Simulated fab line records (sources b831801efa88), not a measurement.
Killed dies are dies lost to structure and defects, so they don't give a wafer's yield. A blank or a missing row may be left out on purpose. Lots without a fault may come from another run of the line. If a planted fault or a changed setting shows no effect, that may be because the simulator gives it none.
Split-lot trial / flow sky130 / 23 wafers read across 5 lots, on a route 708 steps long

THE SPLIT ITSELF
At SKY_VIA3_ETCH_15 (etches SiO2 in C4F8/O2/Ar, stops on TiN, target depth 507 nm, time 78 s), the setting timeS was moved away from the recipe's 78 s on 10 of the 23 wafers read, by -4.0% to +9.9%. The other wafers ran this setting at the recipe's value.

Reading taken at the split's own step.

THE READING
TiN_of_METAL3_SPUTTER_04.thkNm (the simulator's own value, which no gauge read), in nm, at SKY_VIA3_ETCH_15 (etches SiO2 in C4F8/O2/Ar, stops on TiN, target depth 507 nm, time 78 s). There is no usual value for it anywhere in the file. Here, 13 wafers ran the recipe; their average is 70.39 nm with a standard deviation of 0.87 nm.

wafer=L074.1; tool, chamber at the split=rieDiel-01, 2; timeS as run, s=85.45; against the recipe=+9.6%; TiN_of_METAL3_SPUTTER_04.thkNm, nm=68.46; against lot-mates on the recipe=-2.04
wafer=L074.3; tool, chamber at the split=rieDiel-01, 0; timeS as run, s=78; against the recipe=recipe; TiN_of_METAL3_SPUTTER_04.thkNm, nm=70.23; against lot-mates on the recipe=-
wafer=L074.4; tool, chamber at the split=rieDiel-01, 1; timeS as run, s=85.45; against the recipe=+9.6%; TiN_of_METAL3_SPUTTER_04.thkNm, nm=68.29; against lot-mates on the recipe=-2.21
wafer=L074.5; tool, chamber at the split=rieDiel-01, 1; timeS as run, s=78; against the recipe=recipe; TiN_of_METAL3_SPUTTER_04.thkNm, nm=70.77; against lot-mates on the recipe=-
wafer=L074.6; tool, chamber at the split=rieDiel-01, 2; timeS as run, s=85.45; against the recipe=+9.6%; TiN_of_METAL3_SPUTTER_04.thkNm, nm=68.57; against lot-mates on the recipe=-1.93
wafer=L080.1; tool, chamber at the split=rieDiel-04, 3; timeS as run, s=78; against the recipe=recipe; TiN_of_METAL3_SPUTTER_04.thkNm, nm=69.84; against lot-mates on the recipe=-
wafer=L080.2; tool, chamber at the split=rieDiel-04, 0; timeS as run, s=78; against the recipe=recipe; TiN_of_METAL3_SPUTTER_04.thkNm, nm=70.36; against lot-mates on the recipe=-
wafer=L080.3; tool, chamber at the split=rieDiel-04, 2; timeS as run, s=83.58; against the recipe=+7.2%; TiN_of_METAL3_SPUTTER_04.thkNm, nm=68.87; against lot-mates on the recipe=-1.50
wafer=L080.4; tool, chamber at the split=rieDiel-04, 1; timeS as run, s=78; against the recipe=recipe; TiN_of_METAL3_SPUTTER_04.thkNm, nm=70.91; against lot-mates on the recipe=-
wafer=L080.5; tool, chamber at the split=rieDiel-04, 2; timeS as run, s=83.58; against the recipe=+7.2%; TiN_of_METAL3_SPUTTER_04.thkNm, nm=68.98; against lot-mates on the recipe=-1.39
wafer=L081.1; tool, chamber at the split=rieDiel-02, 1; timeS as run, s=78; against the recipe=recipe; TiN_of_METAL3_SPUTTER_04.thkNm, nm=69.57; against lot-mates on the recipe=-
wafer=L081.3; tool, chamber at the split=rieDiel-02, 0; timeS as run, s=78; against the recipe=recipe; TiN_of_METAL3_SPUTTER_04.thkNm, nm=70.35; against lot-mates on the recipe=-
wafer=L081.6; tool, chamber at the split=rieDiel-02, 3; timeS as run, s=78; against the recipe=recipe; TiN_of_METAL3_SPUTTER_04.thkNm, nm=70.3; against lot-mates on the recipe=-
wafer=L083.1; tool, chamber at the split=rieDiel-04, 2; timeS as run, s=78; against the recipe=recipe; TiN_of_METAL3_SPUTTER_04.thkNm, nm=71.49; against lot-mates on the recipe=-
wafer=L083.2; tool, chamber at the split=rieDiel-04, 1; timeS as run, s=85.73; against the recipe=+9.9%; TiN_of_METAL3_SPUTTER_04.thkNm, nm=69.34; against lot-mates on the recipe=-2.25
wafer=L083.3; tool, chamber at the split=rieDiel-04, 3; timeS as run, s=78; against the recipe=recipe; TiN_of_METAL3_SPUTTER_04.thkNm, nm=71.95; against lot-mates on the recipe=-
wafer=L083.4; tool, chamber at the split=rieDiel-04, 0; timeS as run, s=85.73; against the recipe=+9.9%; TiN_of_METAL3_SPUTTER_04.thkNm, nm=69.84; against lot-mates on the recipe=-1.75
wafer=L083.6; tool, chamber at the split=rieDiel-04, 3; timeS as run, s=78; against the recipe=recipe; TiN_of_METAL3_SPUTTER_04.thkNm, nm=71.34; against lot-mates on the recipe=-
wafer=L085.1; tool, chamber at the split=rieDiel-01, 3; timeS as run, s=78; against the recipe=recipe; TiN_of_METAL3_SPUTTER_04.thkNm, nm=69.11; against lot-mates on the recipe=-
wafer=L085.2; tool, chamber at the split=rieDiel-01, 1; timeS as run, s=74.9; against the recipe=-4.0%; TiN_of_METAL3_SPUTTER_04.thkNm, nm=69; against lot-mates on the recipe=+0.00
wafer=L085.3; tool, chamber at the split=rieDiel-01, 2; timeS as run, s=74.9; against the recipe=-4.0%; TiN_of_METAL3_SPUTTER_04.thkNm, nm=69.46; against lot-mates on the recipe=+0.46
wafer=L085.4; tool, chamber at the split=rieDiel-01, 0; timeS as run, s=74.9; against the recipe=-4.0%; TiN_of_METAL3_SPUTTER_04.thkNm, nm=69.13; against lot-mates on the recipe=+0.13
wafer=L085.5; tool, chamber at the split=rieDiel-01, 0; timeS as run, s=78; against the recipe=recipe; TiN_of_METAL3_SPUTTER_04.thkNm, nm=68.89; against lot-mates on the recipe=-

FIT RESULTS
A straight line over all 23 wafers: TiN_of_METAL3_SPUTTER_04.thkNm changes by -0.094 nm for each +1% of timeS; r = -0.44; the points scatter about the line by 0.94 nm.
The same after taking each lot's own level away (the mean of its wafers on the recipe; 23 wafers): -0.186 nm for each +1%; r = -0.94; scatter 0.34 nm.
Per that fit: largest timeS move, reading shift of 1.8 nm.
The lots' own levels span 69.000 to 71.593 nm, that is 3.0 times the standard deviation above.
So the lot-to-lot level blurs the effect unless lot-mates are compared.
Check: -1.92 nm against its lot-mates is what the line predicts for one of the wafers moved furthest among these (+9.9%) when that wafer is left out of the fit. Against them it came out at -2.25 nm.

OTHER SPLITS APPLIED TO THESE WAFERS
Note: prior to the reading, these wafers also went through further splits. Each is held against what the fit with the lots' levels taken away leaves over:
other split on the same wafers=SKY_METAL3_EXPOSE_10 doseMj; wafers away from the commonest value=10; r with TiN_of_METAL3_SPUTTER_04.thkNm (lot level and that fit taken away)=+0.08
other split on the same wafers=SKY_METAL3_ETCH_16 icpW; wafers away from the commonest value=7; r with TiN_of_METAL3_SPUTTER_04.thkNm (lot level and that fit taken away)=-0.14
other split on the same wafers=SKY_VIA3_CMP_02 leaveAboveRefNm; wafers away from the commonest value=8; r with TiN_of_METAL3_SPUTTER_04.thkNm (lot level and that fit taken away)=-0.25

THE WHOLE CHAIN: every reading that the file lists as answering this split, in the file's order
step=SKY_VIA3_ETCH_15; what it does=etches SiO2 in C4F8/O2/Ar, stops on TiN, target depth 507 nm, time 78 s; reading=KrF-thick_of_VIA3_COAT_07.thkNm (the simulator's own value, which no gauge read); change (the file's fit)=-1.1 nm for each +1% of the setting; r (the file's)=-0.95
step=SKY_VIA3_ETCH_15; what it does=etches SiO2 in C4F8/O2/Ar, stops on TiN, target depth 507 nm, time 78 s; reading=TiN_of_METAL3_SPUTTER_04.thkNm (the simulator's own value, which no gauge read); change (the file's fit)=-0.198 nm for each +1% of the setting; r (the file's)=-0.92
step=SKY_VIA3_STRIP_16; what it does=strips in O2/N2; reading=stripTimeToEndpointS; change (the file's fit)=withheld for each +1% of the setting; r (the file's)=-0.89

FILE'S OWN FIT
TiN_of_METAL3_SPUTTER_04.thkNm changes by -0.198 nm for each +1% of timeS, r = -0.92.
